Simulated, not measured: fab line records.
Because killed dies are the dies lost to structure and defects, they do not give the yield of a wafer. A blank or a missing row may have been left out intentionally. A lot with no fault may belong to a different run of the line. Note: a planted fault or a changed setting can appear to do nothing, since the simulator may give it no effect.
fab line records | flow gf180mcu
record: lots: 24 | wafers: 72 | lastDay: 34
route steps=602 shown V1@350 M2@366 V2@404 M3@424
lots that met no fault: taken from a fault-free run of the same line
startH: start of the lot's first displayed wafer, in hours after the record's first day | waitH: hours from the lot's prior step to this one | " unchanged from the row above | L1.1+2: a row that stands for several wafers | - no value, or no start was given | * or withheld: withheld | < > ~ a bound
route shown NAME@n: NAME is a module with steps in the file, n the number in the route of the first one | usual: mean/standard deviation taken from wafers without a fault | same: alike in all rows | chamber/n: place in a boat | sites: per-site readings | _std_site: how widely they spread, as a standard deviation | _edge_site: the outer-site mean with the inner-site mean subtracted | radiusMm: for every site, how far away it sits from the centre of the wafer | mask NAME#n: copy n | behind: tool/chamber where the wafer was last shaped | hold: the reason the lot was held/the length of the hold in hours/how it ended | device: transistor that didn't switch, given as n, p or np | end of line: tests run on the same wafers once the route is complete | for a step that has no rows: nothing shown but its recipe | killed: not the wafer's yield, but the dies lost to structure and defects at the first sort | map: a wafer's dies, marking killed ones x, the rest . and places with no die _
set.NAME: the run value of the setting; set.NAME@STEP: its run value at that earlier step | model.NAME: the simulator's own value behind a step, which no gauge read
one table for each step of the route and one row for each wafer, over a sample of lots
services: the hour from which a tool's chamber was out of use, counted from the record's first day as startH (under 0 if before that day), plus the number of hours and why
== steps ==
step: GF_V1_OVL_MEAS_15
usual: V1_OVL: 1/4.3
lot.wafer | tool       | chamber | startH | waitH | V1_OVL[nm]
L074.3    | overlay-01 | -       | 412.63 | 0.1   | 7
L074.4    | "          | -       | "      | "     | 5
L074.5    | "          | -       | "      | "     | 5
L075.2    | overlay-01 | -       | 429.53 | 0.1   | -1
L075.4    | "          | -       | "      | "     | -2
L075.6    | "          | -       | "      | "     | -3
L076.1    | overlay-01 | -       | 446.90 | 0.1   | 2
L076.2    | "          | -       | "      | "     | 9
L076.4    | "          | -       | "      | "     | 3
L077.1    | overlay-02 | -       | 447.07 | 0.1   | 4
L077.3    | "          | -       | "      | "     | 1
L077.5    | "          | -       | "      | "     | 8
L078.2    | overlay-02 | -       | 455.00 | 0.1   | 9
L078.3    | "          | -       | "      | "     | -4
L078.5    | "          | -       | "      | "     | 2
L079.1    | overlay-02 | -       | 468.87 | 0.1   | -7
L079.4    | "          | -       | "      | "     | 1
L079.6    | "          | -       | "      | "     | -4
L080.1    | overlay-02 | -       | 469.80 | 0.1   | -1
L080.2    | "          | -       | "      | "     | -3
L080.4    | "          | -       | "      | "     | -7
L081.2    | overlay-01 | -       | 483.62 | 0.1   | -5
L081.3    | "          | -       | "      | "     | 4
L081.4    | "          | -       | "      | "     | 0
L082.1    | overlay-01 | -       | 501.12 | 0.1   | -9
L082.4    | "          | -       | "      | "     | -2
L082.6    | "          | -       | "      | "     | -4
L084.1    | overlay-01 | -       | 502.31 | 0.1   | 8
L084.5    | "          | -       | "      | "     | 7
L084.6    | "          | -       | "      | "     | 6
L083.3    | overlay-01 | -       | 502.58 | 0.1   | 1
L083.4    | "          | -       | "      | "     | -2
L083.6    | "          | -       | "      | "     | 7
L085.1    | overlay-02 | -       | 517.21 | 0.1   | -1
L085.2    | "          | -       | "      | "     | -1
L085.4    | "          | -       | "      | "     | -10
L086.2    | overlay-01 | -       | 518.43 | 0.1   | 6
L086.3    | "          | -       | "      | "     | 0
L086.4    | "          | -       | "      | "     | -2
L087.1    | overlay-01 | -       | 538.70 | 0.1   | -8
L087.2    | "          | -       | "      | "     | -1
L087.5    | "          | -       | "      | "     | 0
L088.1    | overlay-01 | -       | 540.41 | 0.1   | 0
L088.2    | "          | -       | "      | "     | 2
L088.5    | "          | -       | "      | "     | 2
L089.3    | overlay-01 | -       | 552.48 | 0.1   | 4
L089.4    | "          | -       | "      | "     | 11
L089.6    | "          | -       | "      | "     | 2
L090.4    | overlay-02 | -       | 553.57 | 0.1   | 3
L090.5    | "          | -       | "      | "     | 4
L090.6    | "          | -       | "      | "     | 8
L091.2    | overlay-02 | -       | 557.17 | 0.1   | 1
L091.4    | "          | -       | "      | "     | 1
L091.5    | "          | -       | "      | "     | 2
L092.3    | overlay-01 | -       | 565.21 | 0.1   | -2
L092.4    | "          | -       | "      | "     | 9
L092.5    | "          | -       | "      | "     | -1
L094.2    | overlay-02 | -       | 575.38 | 0.1   | -2
L094.3    | "          | -       | "      | "     | -3
L094.5    | "          | -       | "      | "     | 3
L093.3    | overlay-01 | -       | 579.78 | 0.1   | 5
L093.5    | "          | -       | "      | "     | 1
L093.6    | "          | -       | "      | "     | 4
L095.1    | overlay-02 | -       | 581.96 | 0.1   | -4
L095.2    | "          | -       | "      | "     | -2
L095.3    | "          | -       | "      | "     | 0
L096.2    | overlay-02 | -       | 591.73 | 0.1   | 4
L096.5    | "          | -       | "      | "     | 4
L096.6    | "          | -       | "      | "     | -3
L097.2    | overlay-02 | -       | 594.82 | 0.1   | -8
L097.4    | "          | -       | "      | "     | 0
L097.6    | "          | -       | "      | "     | -2
step: GF_V1_CVD_23
recipe: material: W | targetThkNm: 350 | timeS: 105.05 | tempC: 400 | pressureTorr: 40
usual: heaterPowerOuterW: 502/17 | heaterPowerW: 789/42
lot.wafer | tool    | chamber | startH | waitH | heaterPowerOuterW | heaterPowerW
L074.3    | cvdW-01 | 1       | 413.86 | 0.1   | 498               | 818
L074.4    | "       | 0       | "      | "     | 492               | 734
L074.5    | "       | 0       | "      | "     | 494               | 715
L075.2    | cvdW-02 | 1       | 430.32 | 0.0   | 519               | 846
L075.4    | "       | 0       | "      | "     | 484               | 769
L075.6    | "       | 0       | "      | "     | 478               | 764
L076.1    | cvdW-02 | 0       | 447.73 | 0.0   | 482               | 761
L076.2    | "       | 1       | "      | "     | 525               | 832
L076.4    | "       | 1       | "      | "     | 509               | 841
L077.1    | cvdW-01 | 1       | 447.88 | 0.0   | 522               | 808
L077.3    | "       | 0       | "      | "     | 501               | 729
L077.5    | "       | 0       | "      | "     | 479               | 734
L078.2    | cvdW-02 | 0       | 455.89 | 0.0   | 495               | 738
L078.3    | "       | 0       | "      | "     | 491               | 776
L078.5    | "       | 0       | "      | "     | 483               | 757
L079.1    | cvdW-02 | 0       | 470.07 | 0.0   | 484               | 749
L079.4    | "       | 0       | "      | "     | 476               | 763
L079.6    | "       | 0       | "      | "     | 491               | 765
L080.1    | cvdW-01 | 1       | 470.60 | 0.0   | 508               | 799
L080.2    | "       | 0       | "      | "     | 486               | 750
L080.4    | "       | 0       | "      | "     | 494               | 734
L081.2    | cvdW-02 | 1       | 484.75 | 0.0   | 525               | 832
L081.3    | "       | 0       | "      | "     | 482               | 761
L081.4    | "       | 1       | "      | "     | 517               | 854
L082.1    | cvdW-01 | 1       | 501.93 | 0.0   | 509               | 819
L082.4    | "       | 0       | "      | "     | 483               | 763
L082.6    | "       | 0       | "      | "     | 489               | 743
L084.1    | cvdW-01 | 0       | 503.11 | 0.0   | 489               | 720
L084.5    | "       | 0       | "      | "     | 501               | 723
L084.6    | "       | 1       | "      | "     | 515               | 814
L083.3    | cvdW-02 | 1       | 503.44 | 0.1   | 518               | 828
L083.4    | "       | 0       | "      | "     | 482               | 775
L083.6    | "       | 1       | "      | "     | 520               | 821
L085.1    | cvdW-02 | 1       | 518.04 | 0.0   | 528               | 835
L085.2    | "       | 0       | "      | "     | 493               | 779
L085.4    | "       | 1       | "      | "     | 523               | 819
L086.2    | cvdW-02 | 1       | 519.25 | 0.0   | 526               | 831
L086.3    | "       | 1       | "      | "     | 521               | 818
L086.4    | "       | 0       | "      | "     | 481               | 754
L087.1    | cvdW-01 | 0       | 539.50 | 0.0   | 512               | 717
L087.2    | "       | 1       | "      | "     | 503               | 826
L087.5    | "       | 1       | "      | "     | 522               | 819
L088.1    | cvdW-02 | 0       | 541.21 | 0.0   | 482               | 779
L088.2    | "       | 1       | "      | "     | 514               | 826
L088.5    | "       | 1       | "      | "     | 518               | 855
L089.3    | cvdW-01 | 0       | 553.31 | 0.1   | 488               | 719
L089.4    | "       | 1       | "      | "     | 513               | 836
L089.6    | "       | 0       | "      | "     | 500               | 736
L090.4    | cvdW-01 | 0       | 554.38 | 0.1   | 496               | 731
L090.5    | "       | 1       | "      | "     | 517               | 829
L090.6    | "       | 0       | "      | "     | 489               | 740
L091.2    | cvdW-01 | 1       | 557.97 | 0.0   | 509               | 823
L091.4    | "       | 0       | "      | "     | 478               | 734
L091.5    | "       | 1       | "      | "     | 511               | 818
L092.3    | cvdW-02 | 0       | 566.03 | 0.1   | 485               | 770
L092.4    | "       | 1       | "      | "     | 515               | 845
L092.5    | "       | 1       | "      | "     | 508               | 829
L094.2    | cvdW-01 | 1       | 576.21 | 0.0   | 504               | 840
L094.3    | "       | 1       | "      | "     | 529               | 822
L094.5    | "       | 1       | "      | "     | 514               | 825
L093.3    | cvdW-02 | 1       | 580.61 | 0.1   | 513               | 821
L093.5    | "       | 0       | "      | "     | 482               | 773
L093.6    | "       | 1       | "      | "     | 518               | 844
L095.1    | cvdW-01 | 1       | 582.76 | 0.0   | 508               | 840
L095.2    | "       | 0       | "      | "     | 502               | 743
L095.3    | "       | 0       | "      | "     | 508               | 725
L096.2    | cvdW-02 | 0       | 592.53 | 0.0   | 490               | 779
L096.5    | "       | 1       | "      | "     | 503               | 835
L096.6    | "       | 0       | "      | "     | 492               | 789
L097.2    | cvdW-02 | 0       | 595.62 | 0.0   | 481               | 768
L097.4    | "       | 1       | "      | "     | 518               | 844
L097.6    | "       | 0       | "      | "     | 484               | 762
step: GF_M2_SPUTTER_04
recipe: material: TiN | targetThkNm: 50 | powerW: 6500 | timeS: 41.7 | chamberPressurePa: 0.4
usual: throttleValvePct: 29.7/1.4
lot.wafer | tool          | chamber | startH | waitH | throttleValvePct
L074.3    | pvdSputter-04 | -       | 414.60 | 0.0   | 30.3
L074.4    | "             | -       | "      | "     | 28.6
L074.5    | "             | -       | "      | "     | 27.7
L075.2    | pvdSputter-04 | -       | 431.09 | 0.0   | 27.6
L075.4    | "             | -       | "      | "     | 30.3
L075.6    | "             | -       | "      | "     | 31.7
L076.1    | pvdSputter-04 | -       | 448.50 | 0.0   | 31.6
L076.2    | "             | -       | "      | "     | 30.1
L076.4    | "             | -       | "      | "     | 27.5
L077.1    | pvdSputter-01 | -       | 448.66 | 0.0   | 30.3
L077.3    | "             | -       | "      | "     | 30.0
L077.5    | "             | -       | "      | "     | 30.0
L078.2    | pvdSputter-01 | -       | 456.66 | 0.0   | 30.0
L078.3    | "             | -       | "      | "     | 31.7
L078.5    | "             | -       | "      | "     | 30.1
L079.1    | pvdSputter-01 | -       | 470.85 | 0.0   | 29.8
L079.4    | "             | -       | "      | "     | 29.9
L079.6    | "             | -       | "      | "     | 31.5
L080.1    | pvdSputter-04 | -       | 471.37 | 0.0   | 28.9
L080.2    | "             | -       | "      | "     | 31.6
L080.4    | "             | -       | "      | "     | 27.9
L081.2    | pvdSputter-04 | -       | 485.52 | 0.0   | 28.9
L081.3    | "             | -       | "      | "     | 27.9
L081.4    | "             | -       | "      | "     | 30.3
L082.1    | pvdSputter-01 | -       | 502.70 | 0.0   | 30.3
L082.4    | "             | -       | "      | "     | 29.9
L082.6    | "             | -       | "      | "     | 31.5
L084.1    | pvdSputter-01 | -       | 503.92 | 0.0   | 27.4
L084.5    | "             | -       | "      | "     | 27.9
L084.6    | "             | -       | "      | "     | 30.3
L083.3    | pvdSputter-03 | -       | 504.17 | 0.0   | 31.0
L083.4    | "             | -       | "      | "     | 28.6
L083.6    | "             | -       | "      | "     | 30.7
L085.1    | pvdSputter-04 | -       | 518.81 | 0.0   | 31.7
L085.2    | "             | -       | "      | "     | 29.1
L085.4    | "             | -       | "      | "     | 27.7
L086.2    | pvdSputter-03 | -       | 520.02 | 0.0   | 28.6
L086.3    | "             | -       | "      | "     | 31.0
L086.4    | "             | -       | "      | "     | 29.9
L087.1    | pvdSputter-04 | -       | 540.27 | 0.0   | 30.1
L087.2    | "             | -       | "      | "     | 28.8
L087.5    | "             | -       | "      | "     | 28.8
L088.1    | pvdSputter-01 | -       | 541.98 | 0.0   | 27.5
L088.2    | "             | -       | "      | "     | 31.6
L088.5    | "             | -       | "      | "     | 27.2
L089.3    | pvdSputter-04 | -       | 554.04 | 0.0   | 27.8
L089.4    | "             | -       | "      | "     | 30.2
L089.6    | "             | -       | "      | "     | 30.4
L090.4    | pvdSputter-03 | -       | 555.12 | 0.0   | 30.8
L090.5    | "             | -       | "      | "     | 30.7
L090.6    | "             | -       | "      | "     | 28.7
L091.2    | pvdSputter-01 | -       | 558.74 | 0.0   | 29.8
L091.4    | "             | -       | "      | "     | 31.5
L091.5    | "             | -       | "      | "     | 27.8
L092.3    | pvdSputter-01 | -       | 566.77 | 0.0   | 31.6
L092.4    | "             | -       | "      | "     | 30.1
L092.5    | "             | -       | "      | "     | 27.6
L094.2    | pvdSputter-04 | -       | 576.98 | 0.0   | 29.0
L094.3    | "             | -       | "      | "     | 30.4
L094.5    | "             | -       | "      | "     | 27.4
L093.3    | pvdSputter-03 | -       | 581.34 | 0.0   | 28.7
L093.5    | "             | -       | "      | "     | 28.5
L093.6    | "             | -       | "      | "     | 30.8
L095.1    | pvdSputter-03 | -       | 583.53 | 0.0   | 30.6
L095.2    | "             | -       | "      | "     | 28.7
L095.3    | "             | -       | "      | "     | 30.0
L096.2    | pvdSputter-03 | -       | 593.30 | 0.0   | 31.1
L096.5    | "             | -       | "      | "     | 28.8
L096.6    | "             | -       | "      | "     | 31.0
L097.2    | pvdSputter-03 | -       | 596.39 | 0.0   | 28.6
L097.4    | "             | -       | "      | "     | 30.7
L097.6    | "             | -       | "      | "     | 28.6
step: GF_V2_SPUTTER_22
recipe: material: TiN | targetThkNm: 10 | chamberPressurePa: 5 | powerW: 4000 | timeS: 40
usual: throttleValvePct: 30.0/1.1
lot.wafer | tool          | chamber | startH | waitH | throttleValvePct
L074.3    | pvdSputter-01 | -       | 464.82 | 0.0   | 31.7
L074.4    | "             | -       | "      | "     | 27.6
L074.5    | "             | -       | "      | "     | 30.2
L075.2    | pvdSputter-02 | -       | 481.77 | 0.0   | 29.6
L075.4    | "             | -       | "      | "     | 30.4
L075.6    | "             | -       | "      | "     | 30.8
L077.1    | pvdSputter-02 | -       | 498.42 | 0.0   | 29.9
L077.3    | "             | -       | "      | "     | 30.5
L077.5    | "             | -       | "      | "     | 29.1
L076.1    | pvdSputter-01 | -       | 498.47 | 0.0   | 30.0
L076.2    | "             | -       | "      | "     | 30.2
L076.4    | "             | -       | "      | "     | 31.7
L078.2    | pvdSputter-01 | -       | 507.34 | 0.0   | 29.6
L078.3    | "             | -       | "      | "     | 27.4
L078.5    | "             | -       | "      | "     | 29.7
L079.1    | pvdSputter-02 | -       | 520.73 | 0.0   | 30.4
L079.4    | "             | -       | "      | "     | 29.3
L079.6    | "             | -       | "      | "     | 29.1
L080.1    | pvdSputter-01 | -       | 521.48 | 0.0   | 27.6
L080.2    | "             | -       | "      | "     | 29.8
L080.4    | "             | -       | "      | "     | 30.4
L081.2    | pvdSputter-03 | -       | 534.06 | 0.0   | 31.3
L081.3    | "             | -       | "      | "     | 30.6
L081.4    | "             | -       | "      | "     | 29.8
L082.1    | pvdSputter-03 | -       | 550.17 | 0.1   | 30.8
L082.4    | "             | -       | "      | "     | 28.4
L082.6    | "             | -       | "      | "     | 29.7
L084.1    | pvdSputter-02 | -       | 551.52 | 0.0   | 29.8
L084.5    | "             | -       | "      | "     | 31.1
L084.6    | "             | -       | "      | "     | 30.6
L083.3    | pvdSputter-03 | -       | 552.17 | 0.0   | 30.0
L083.4    | "             | -       | "      | "     | 30.9
L083.6    | "             | -       | "      | "     | 31.0
L085.1    | pvdSputter-03 | -       | 564.63 | 0.0   | 30.5
L085.2    | "             | -       | "      | "     | 29.9
L085.4    | "             | -       | "      | "     | 28.7
L086.2    | pvdSputter-02 | -       | 566.66 | 0.0   | 30.9
L086.3    | "             | -       | "      | "     | 29.9
L086.4    | "             | -       | "      | "     | 30.4
L087.1    | pvdSputter-02 | -       | 585.96 | 0.0   | 29.2
L087.2    | "             | -       | "      | "     | 30.6
L087.5    | "             | -       | "      | "     | 30.4
L088.1    | pvdSputter-01 | -       | 587.43 | 0.0   | 29.9
L088.2    | "             | -       | "      | "     | 27.4
L088.5    | "             | -       | "      | "     | 29.9
L089.3    | pvdSputter-02 | -       | 598.82 | 0.0   | 30.9
L089.4    | "             | -       | "      | "     | 30.1
L089.6    | "             | -       | "      | "     | 29.7
L090.4    | pvdSputter-02 | -       | 599.77 | 0.0   | 30.1
L090.5    | "             | -       | "      | "     | 30.6
L090.6    | "             | -       | "      | "     | 28.9
L091.2    | pvdSputter-01 | -       | 603.53 | 0.0   | 27.5
L091.4    | "             | -       | "      | "     | 30.4
L091.5    | "             | -       | "      | "     | 27.7
L092.3    | pvdSputter-03 | -       | 610.49 | 0.0   | 30.1
L092.4    | "             | -       | "      | "     | 31.1
L092.5    | "             | -       | "      | "     | 30.8
L094.2    | pvdSputter-03 | -       | 620.80 | 0.0   | 30.0
L094.3    | "             | -       | "      | "     | 30.7
L094.5    | "             | -       | "      | "     | 28.7
L093.3    | pvdSputter-02 | -       | 624.53 | 0.0   | 30.0
L093.5    | "             | -       | "      | "     | 29.8
L093.6    | "             | -       | "      | "     | 30.3
L095.1    | pvdSputter-03 | -       | 627.08 | 0.0   | 30.9
L095.2    | "             | -       | "      | "     | 30.7
L095.3    | "             | -       | "      | "     | 29.7
L096.2    | pvdSputter-01 | -       | 636.58 | 0.0   | 30.5
L096.5    | "             | -       | "      | "     | 29.9
L096.6    | "             | -       | "      | "     | 27.5
L097.2    | pvdSputter-02 | -       | 638.03 | 0.0   | 29.4
L097.4    | "             | -       | "      | "     | 29.8
L097.6    | "             | -       | "      | "     | 30.8
step: GF_V2_RS_MEAS_24
recipe: thkMeasGauge: four-point-probe | reads: W_of_V2_CVD_23+TiN_of_V2_SPUTTER_22+Ti_of_V2_SPUTTER_21
usual: V2_W_RS: 0.326/0.004
lot.wafer | tool         | chamber | startH | waitH | V2_W_RS[ohm/sq]
L074.3    | filmMetro-04 | -       | 465.01 | 0.1   | 0.332
L074.4    | "            | -       | "      | "     | 0.324
L074.5    | "            | -       | "      | "     | 0.322
L075.2    | filmMetro-04 | -       | 481.95 | 0.1   | 0.330
L075.4    | "            | -       | "      | "     | 0.322
L075.6    | "            | -       | "      | "     | 0.324
L077.1    | filmMetro-01 | -       | 498.57 | 0.1   | 0.322
L077.3    | "            | -       | "      | "     | 0.333
L077.5    | "            | -       | "      | "     | 0.324
L076.1    | filmMetro-04 | -       | 498.70 | 0.1   | 0.330
L076.2    | "            | -       | "      | "     | 0.325
L076.4    | "            | -       | "      | "     | 0.324
L078.2    | filmMetro-04 | -       | 507.52 | 0.1   | 0.319
L078.3    | "            | -       | "      | "     | 0.319
L078.5    | "            | -       | "      | "     | 0.327
L079.1    | filmMetro-04 | -       | 520.88 | 0.1   | 0.322
L079.4    | "            | -       | "      | "     | 0.321
L079.6    | "            | -       | "      | "     | 0.322
L080.1    | filmMetro-03 | -       | 521.63 | 0.1   | 0.332
L080.2    | "            | -       | "      | "     | 0.322
L080.4    | "            | -       | "      | "     | 0.335
L081.2    | filmMetro-04 | -       | 534.23 | 0.1   | 0.325
L081.3    | "            | -       | "      | "     | 0.323
L081.4    | "            | -       | "      | "     | 0.323
L082.1    | filmMetro-03 | -       | 550.32 | 0.1   | 0.330
L082.4    | "            | -       | "      | "     | 0.330
L082.6    | "            | -       | "      | "     | 0.328
L084.1    | filmMetro-04 | -       | 551.67 | 0.1   | 0.318
L084.5    | "            | -       | "      | "     | 0.328
L084.6    | "            | -       | "      | "     | 0.318
L083.3    | filmMetro-03 | -       | 552.36 | 0.1   | 0.322
L083.4    | "            | -       | "      | "     | 0.324
L083.6    | "            | -       | "      | "     | 0.322
L085.1    | filmMetro-01 | -       | 564.78 | 0.1   | 0.331
L085.2    | "            | -       | "      | "     | 0.328
L085.4    | "            | -       | "      | "     | 0.326
L086.2    | filmMetro-04 | -       | 566.88 | 0.1   | 0.326
L086.3    | "            | -       | "      | "     | 0.323
L086.4    | "            | -       | "      | "     | 0.330
L087.1    | filmMetro-01 | -       | 586.11 | 0.1   | 0.324
L087.2    | "            | -       | "      | "     | 0.330
L087.5    | "            | -       | "      | "     | 0.327
L088.1    | filmMetro-01 | -       | 587.58 | 0.1   | 0.322
L088.2    | "            | -       | "      | "     | 0.328
L088.5    | "            | -       | "      | "     | 0.328
L089.3    | filmMetro-01 | -       | 599.01 | 0.1   | 0.330
L089.4    | "            | -       | "      | "     | 0.327
L089.6    | "            | -       | "      | "     | 0.327
L090.4    | filmMetro-04 | -       | 599.98 | 0.1   | 0.334
L090.5    | "            | -       | "      | "     | 0.333
L090.6    | "            | -       | "      | "     | 0.328
L091.2    | filmMetro-03 | -       | 603.70 | 0.1   | 0.326
L091.4    | "            | -       | "      | "     | 0.320
L091.5    | "            | -       | "      | "     | 0.322
L092.3    | filmMetro-03 | -       | 610.68 | 0.1   | 0.325
L092.4    | "            | -       | "      | "     | 0.331
L092.5    | "            | -       | "      | "     | 0.325
L094.2    | filmMetro-04 | -       | 620.97 | 0.1   | 0.333
L094.3    | "            | -       | "      | "     | 0.326
L094.5    | "            | -       | "      | "     | 0.328
L093.3    | filmMetro-03 | -       | 624.72 | 0.1   | 0.323
L093.5    | "            | -       | "      | "     | 0.323
L093.6    | "            | -       | "      | "     | 0.330
L095.1    | filmMetro-01 | -       | 627.23 | 0.1   | 0.325
L095.2    | "            | -       | "      | "     | 0.329
L095.3    | "            | -       | "      | "     | 0.327
L096.2    | filmMetro-01 | -       | 636.75 | 0.1   | 0.327
L096.5    | "            | -       | "      | "     | 0.329
L096.6    | "            | -       | "      | "     | 0.322
L097.2    | filmMetro-03 | -       | 638.20 | 0.1   | 0.322
L097.4    | "            | -       | "      | "     | 0.326
L097.6    | "            | -       | "      | "     | 0.324
step: GF_M3_OVL_MEAS_15
usual: M3_OVL: -2/5
lot.wafer | tool       | chamber | startH | waitH | M3_OVL[nm]
L074.3    | overlay-01 | -       | 489.16 | 0.1   | -9
L074.4    | "          | -       | "      | "     | 0
L074.5    | "          | -       | "      | "     | -7
L075.2    | overlay-01 | -       | 506.96 | 0.1   | 1
L075.4    | "          | -       | "      | "     | -3
L075.6    | "          | -       | "      | "     | -1
L077.1    | overlay-02 | -       | 522.26 | 0.1   | -2
L077.3    | "          | -       | "      | "     | -2
L077.5    | "          | -       | "      | "     | -5
L076.1    | overlay-02 | -       | 522.91 | 0.1   | -8
L076.2    | "          | -       | "      | "     | 1
L076.4    | "          | -       | "      | "     | -1
L078.2    | overlay-02 | -       | 531.66 | 0.1   | -1
L078.3    | "          | -       | "      | "     | -13
L078.5    | "          | -       | "      | "     | -13
L079.1    | overlay-01 | -       | 544.16 | 0.1   | 1
L079.4    | "          | -       | "      | "     | -8
L079.6    | "          | -       | "      | "     | -3
L080.1    | overlay-02 | -       | 545.15 | 0.1   | -6
L080.2    | "          | -       | "      | "     | 1
L080.4    | "          | -       | "      | "     | -2
L081.2    | overlay-01 | -       | 558.06 | 0.1   | 2
L081.3    | "          | -       | "      | "     | 7
L081.4    | "          | -       | "      | "     | 3
L082.1    | overlay-02 | -       | 573.10 | 0.1   | 0
L082.4    | "          | -       | "      | "     | -3
L082.6    | "          | -       | "      | "     | -1
L084.1    | overlay-02 | -       | 574.46 | 0.1   | 8
L084.5    | "          | -       | "      | "     | 7
L084.6    | "          | -       | "      | "     | 0
L083.3    | overlay-02 | -       | 574.82 | 0.1   | -2
L083.4    | "          | -       | "      | "     | 4
L083.6    | "          | -       | "      | "     | 9
L085.1    | overlay-01 | -       | 586.60 | 0.1   | -2
L085.2    | "          | -       | "      | "     | -1
L085.4    | "          | -       | "      | "     | -2
L086.2    | overlay-02 | -       | 588.91 | 0.1   | 1
L086.3    | "          | -       | "      | "     | -7
L086.4    | "          | -       | "      | "     | -4
L087.1    | overlay-02 | -       | 607.45 | 0.1   | -3
L087.2    | "          | -       | "      | "     | -6
L087.5    | "          | -       | "      | "     | -1
L088.1    | overlay-02 | -       | 608.41 | 0.1   | -12
L088.2    | "          | -       | "      | "     | -4
L088.5    | "          | -       | "      | "     | -6
L089.3    | overlay-02 | -       | 619.66 | 0.1   | 5
L089.4    | "          | -       | "      | "     | -5
L089.6    | "          | -       | "      | "     | -8
L090.4    | overlay-01 | -       | 621.82 | 0.1   | 2
L090.5    | "          | -       | "      | "     | 0
L090.6    | "          | -       | "      | "     | 2
L091.2    | overlay-02 | -       | 624.76 | 0.1   | -5
L091.4    | "          | -       | "      | "     | -8
L091.5    | "          | -       | "      | "     | -8
L092.3    | overlay-01 | -       | 631.71 | 0.1   | -5
L092.4    | "          | -       | "      | "     | -14
L092.5    | "          | -       | "      | "     | 1
L094.2    | overlay-01 | -       | 641.15 | 0.1   | -4
L094.3    | "          | -       | "      | "     | 0
L094.5    | "          | -       | "      | "     | 4
L093.3    | overlay-01 | -       | 646.11 | 0.1   | -3
L093.5    | "          | -       | "      | "     | 1
L093.6    | "          | -       | "      | "     | 9
L095.1    | overlay-02 | -       | 648.17 | 0.1   | 0
L095.2    | "          | -       | "      | "     | 0
L095.3    | "          | -       | "      | "     | 0
L096.2    | overlay-02 | -       | 657.00 | 0.1   | 3
L096.5    | "          | -       | "      | "     | -4
L096.6    | "          | -       | "      | "     | 4
L097.2    | overlay-01 | -       | 658.26 | 0.1   | -9
L097.4    | "          | -       | "      | "     | -10
L097.6    | "          | -       | "      | "     | -2
== services ==
tool          | chamber | startH | hours | kind
cvdW-01       | -       | 390.00 | 14.0  | pm
cvdW-01       | 0       | 390.00 | 14.0  | ventCycle
cvdW-01       | 1       | 391.44 | 2.6   | repair
pvdSputter-03 | -       | 401.13 | 2.6   | repair
cvdW-02       | -       | 415.50 | 0.4   | repair
cvdW-02       | -       | 426.01 | 2.8   | pm
pvdSputter-01 | 0       | 452.68 | -     | consumableReplace:kit
pvdSputter-01 | 0       | 452.68 | 18.0  | scheduledDown
pvdSputter-01 | 0       | 452.68 | 18.0  | ventCycle
pvdSputter-03 | 1       | 455.98 | -     | consumableReplace:kit
pvdSputter-03 | 1       | 455.98 | 18.0  | scheduledDown
pvdSputter-03 | 1       | 455.98 | 18.0  | ventCycle
pvdSputter-04 | -       | 480.69 | 1.8   | repair
cvdW-02       | 1       | 504.30 | 10.7  | repair
cvdW-01       | 0       | 527.99 | 5.7   | repair
cvdW-02       | -       | 543.75 | 2.2   | repair
pvdSputter-01 | -       | 547.06 | 1.4   | repair
pvdSputter-01 | -       | 562.60 | 2.2   | repair
pvdSputter-02 | -       | 603.31 | 1.5   | repair
pvdSputter-02 | -       | 607.70 | 7.7   | repair
pvdSputter-01 | 3       | 620.94 | -     | consumableReplace:kit
pvdSputter-01 | 3       | 620.94 | 18.0  | scheduledDown
pvdSputter-01 | 3       | 620.94 | 18.0  | ventCycle
cvdW-02       | -       | 629.23 | 14.6  | pm
== key ==
fault none
